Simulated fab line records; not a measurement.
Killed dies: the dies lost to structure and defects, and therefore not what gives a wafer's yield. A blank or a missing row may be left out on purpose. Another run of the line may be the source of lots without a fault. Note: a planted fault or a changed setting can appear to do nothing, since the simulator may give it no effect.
fab line records | flow sky130
record lots=8 | wafers=24 | last_day=47
route steps=708 shown FIELD_ISO@1 DNWELL@42 NWELL@63
lots untouched by any fault: they come from a run of this same line in which no faults occurred
start_h: hours from the record's opening day to when the first of the lot's shown wafers began | wait_h: hours elapsed since this lot's preceding step | " identical to the entry in the row above | L1.1+2: several wafers, shown together as one row | - value missing, or start not given | * or withheld: withheld | < > ~ a bound
route shown NAME@n: a module of which the file shows steps, and the number in the route of the first | usual: mean and standard deviation over wafers with no fault | same: alike in all rows | chamber/n: place in a boat | sites: per-site readings | _std_site: standard deviation of those values | _edge_site: inner sites' mean taken away from outer sites' mean | radius_mm: for every site, how far away it sits from the centre of the wafer | mask NAME#n: copy n | behind: the tool/chamber that last shaped the wafer | hold: cause of the lot's hold/its duration in hours/its outcome | device: the transistor (n, p or np) that didn't switch | end of line: tests of these same wafers at the route's end | step lacking rows: just its recipe | killed: not the wafer's yield, but the dies lost to structure and defects at the first sort | map: a wafer's dies, marking killed ones x, the rest . and places with no die _
set.NAME: the setting as run; set.NAME@STEP: as run at that earlier step | model.NAME: the simulator's own value behind a step, which no gauge read
a sample of lots followed through the steps of the route, with each step as a table and each wafer as a row
services: when a tool's chamber went out of use (start_h, in hours from the record's first day, below 0 if earlier), for how many hours, and the reason
## steps
# step SKY_FIELD_ISO_BOW_MEAS_00
# recipe mode=bow
# usual INCOMING_BOW=0/6.1
lot.wafer | tool          | chamber | start_h | wait_h | INCOMING_BOW[um]
L211.2    | film_metro-02 | -       | 10.02   | -      | -2
L211.3    | "             | -       | "       | "      | 12
L211.4    | "             | -       | "       | "      | 0
L212.1    | film_metro-01 | -       | 15.00   | -      | 6
L212.2    | "             | -       | "       | "      | -2
L212.3    | "             | -       | "       | "      | 1
L213.1    | film_metro-02 | -       | 20.00   | -      | -2
L213.3    | "             | -       | "       | "      | -8
L213.5    | "             | -       | "       | "      | 6
L214.2    | film_metro-04 | -       | 25.02   | -      | -2
L214.3    | "             | -       | "       | "      | -1
L214.5    | "             | -       | "       | "      | -3
L215.1    | film_metro-01 | -       | 30.00   | -      | 0
L215.2    | "             | -       | "       | "      | 4
L215.6    | "             | -       | "       | "      | 14
L216.4    | film_metro-04 | -       | 35.06   | -      | 4
L216.5    | "             | -       | "       | "      | -9
L216.6    | "             | -       | "       | "      | -6
L217.3    | film_metro-04 | -       | 40.04   | -      | 9
L217.4    | "             | -       | "       | "      | -14
L217.5    | "             | -       | "       | "      | -3
L218.1    | film_metro-04 | -       | 45.00   | -      | 5
L218.3    | "             | -       | "       | "      | 8
L218.6    | "             | -       | "       | "      | -7
# step SKY_FIELD_ISO_CD_MEAS_13
# recipe target_cd_nm=150
# usual cd_nm=150.2/1.4
lot.wafer | tool      | chamber | start_h | wait_h | cd_nm
L211.2    | cd_sem-01 | -       | 28.23   | -      | 153.2
L211.3    | "         | -       | "       | "      | 150.6
L211.4    | "         | -       | "       | "      | 150.7
L212.1    | cd_sem-01 | -       | 33.51   | -      | 149.6
L212.2    | "         | -       | "       | "      | 150.2
L212.3    | "         | -       | "       | "      | 151.1
L213.1    | cd_sem-01 | -       | 39.06   | -      | 147.9
L213.3    | "         | -       | "       | "      | 149.9
L213.5    | "         | -       | "       | "      | 149.2
L214.2    | cd_sem-01 | -       | 45.58   | -      | 150.2
L214.3    | "         | -       | "       | "      | 149.8
L214.5    | "         | -       | "       | "      | 150.8
L215.1    | cd_sem-01 | -       | 49.74   | -      | 152.1
L215.2    | "         | -       | "       | "      | 152.9
L215.6    | "         | -       | "       | "      | 150.3
L216.4    | cd_sem-01 | -       | 60.47   | -      | 150.8
L216.5    | "         | -       | "       | "      | 151.5
L216.6    | "         | -       | "       | "      | 150.9
L217.3    | cd_sem-01 | -       | 61.58   | -      | 150.7
L217.4    | "         | -       | "       | "      | 152.2
L217.5    | "         | -       | "       | "      | 151.6
L218.1    | cd_sem-01 | -       | 70.90   | -      | 148.6
L218.3    | "         | -       | "       | "      | 149.6
L218.6    | "         | -       | "       | "      | 151.1
# step SKY_DNWELL_IMPLANT_07
# recipe species=P | energy_kev=withheld | dose_cm2=withheld | tilt_deg=withheld
# usual implant_ion_amu=*
lot.wafer | tool         | chamber | start_h | wait_h | implant_ion_amu
L211.2    | implanter-04 | 0       | 64.33   | -      | *
L211.3    | "            | 0       | "       | "      | *
L211.4    | "            | 0       | "       | "      | *
L212.1    | implanter-04 | 0       | 72.09   | -      | *
L212.2    | "            | 0       | "       | "      | *
L212.3    | "            | 0       | "       | "      | *
L213.1    | implanter-04 | 0       | 72.24   | -      | *
L213.3    | "            | 0       | "       | "      | *
L213.5    | "            | 0       | "       | "      | *
L214.2    | implanter-03 | 0       | 76.41   | -      | *
L214.3    | "            | 0       | "       | "      | *
L214.5    | "            | 0       | "       | "      | *
L215.1    | implanter-01 | 0       | 77.14   | -      | *
L215.2    | "            | 0       | "       | "      | *
L215.6    | "            | 0       | "       | "      | *
L216.4    | implanter-03 | 0       | 82.57   | -      | *
L216.5    | "            | 0       | "       | "      | *
L216.6    | "            | 0       | "       | "      | *
L217.3    | implanter-04 | 0       | 86.54   | -      | *
L217.4    | "            | 0       | "       | "      | *
L217.5    | "            | 0       | "       | "      | *
L218.1    | implanter-03 | 0       | 96.09   | -      | *
L218.3    | "            | 0       | "       | "      | *
L218.6    | "            | 0       | "       | "      | *
# step SKY_DNWELL_TW_MEAS_09
# usual DNWELL_TW=1111/12
lot.wafer | tool          | chamber | start_h | wait_h | DNWELL_TW
L211.2    | film_metro-03 | -       | 64.56   | 0.1    | 1111
L211.3    | "             | -       | "       | "      | 1111
L211.4    | "             | -       | "       | "      | 1107
L212.1    | film_metro-01 | -       | 72.34   | 0.1    | 1125
L212.2    | "             | -       | "       | "      | 1125
L212.3    | "             | -       | "       | "      | 1122
L213.1    | film_metro-02 | -       | 72.49   | 0.1    | 1107
L213.3    | "             | -       | "       | "      | 1104
L213.5    | "             | -       | "       | "      | 1102
L214.2    | film_metro-02 | -       | 76.65   | 0.1    | 1094
L214.3    | "             | -       | "       | "      | 1103
L214.5    | "             | -       | "       | "      | 1095
L215.1    | film_metro-02 | -       | 77.39   | 0.1    | 1993
L215.2    | "             | -       | "       | "      | 2006
L215.6    | "             | -       | "       | "      | 2001
L216.4    | film_metro-03 | -       | 82.77   | 0.1    | 2003
L216.5    | "             | -       | "       | "      | 2010
L216.6    | "             | -       | "       | "      | 2013
L217.3    | film_metro-01 | -       | 86.76   | 0.1    | 2052
L217.4    | "             | -       | "       | "      | 2042
L217.5    | "             | -       | "       | "      | 2026
L218.1    | film_metro-01 | -       | 96.34   | 0.1    | 2032
L218.3    | "             | -       | "       | "      | 2031
L218.6    | "             | -       | "       | "      | 2029
# step SKY_NWELL_OVL_MEAS_10
# usual NWELL_00_OVL=1.1/1.6
lot.wafer | tool       | chamber | start_h | wait_h | NWELL_00_OVL[nm]
L211.2    | overlay-01 | -       | 99.61   | -      | -0.8
L211.3    | "          | -       | "       | "      | 0.5
L211.4    | "          | -       | "       | "      | -0.4
L212.1    | overlay-02 | -       | 107.20  | -      | -0.7
L212.2    | "          | -       | "       | "      | -1.6
L212.3    | "          | -       | "       | "      | -1.0
L213.1    | overlay-01 | -       | 107.85  | -      | -0.5
L213.3    | "          | -       | "       | "      | 0.3
L213.5    | "          | -       | "       | "      | 0.0
L214.2    | overlay-02 | -       | 111.61  | -      | 2.8
L214.3    | "          | -       | "       | "      | 2.5
L214.5    | "          | -       | "       | "      | 1.8
L215.1    | overlay-02 | -       | 112.99  | -      | 3.1
L215.2    | "          | -       | "       | "      | -0.3
L215.6    | "          | -       | "       | "      | 1.6
L216.4    | overlay-02 | -       | 118.91  | -      | 1.7
L216.5    | "          | -       | "       | "      | 0.3
L216.6    | "          | -       | "       | "      | 1.4
L217.3    | overlay-01 | -       | 123.82  | -      | 0.9
L217.4    | "          | -       | "       | "      | -0.2
L217.5    | "          | -       | "       | "      | -0.6
L218.1    | overlay-02 | -       | 133.49  | -      | 4.3
L218.3    | "          | -       | "       | "      | 4.0
L218.6    | "          | -       | "       | "      | 2.8
## services
tool         | chamber | start_h | hours | kind
implanter-03 | -       | 77.65   | 1.9   | repair
implanter-03 | -       | 85.23   | 3.2   | pm
## key
first_sign step=SKY_DNWELL_IMPLANT_07 | reading=implant_ion_amu | direction=up | sigmas=99+ | usual=* | struck=*
effect step=SKY_DNWELL_TW_MEAS_09 | reading=DNWELL_TW | direction=up | sigmas=77 | usual=1111 | struck=2020
met_at SKY_DNWELL_IMPLANT_07
struck_lots L215,L216,L217,L218
tester_left_out L215,L216,L217,L218
not_acting_at SKY_FIELD_ISO_BOW_MEAS_00,SKY_FIELD_ISO_CD_MEAS_13,SKY_NWELL_OVL_MEAS_10
onset_between 76.41 77.14
fault kind=wrong_recipe_download | tool=implanter-01,implanter-03,implanter-04 | chamber=- | onset_h=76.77 | steps=SKY_DNWELL_IMPLANT_07 | wrong_recipe.not_listed=1
# tester_left_out: of these lots the tester's yield and bins aren't shown, on N5 and GAA mostly nor the transistor test; their killed dies are dies lost to structure and defects alone, not to doping, threshold or leakage, so they don't give the yield
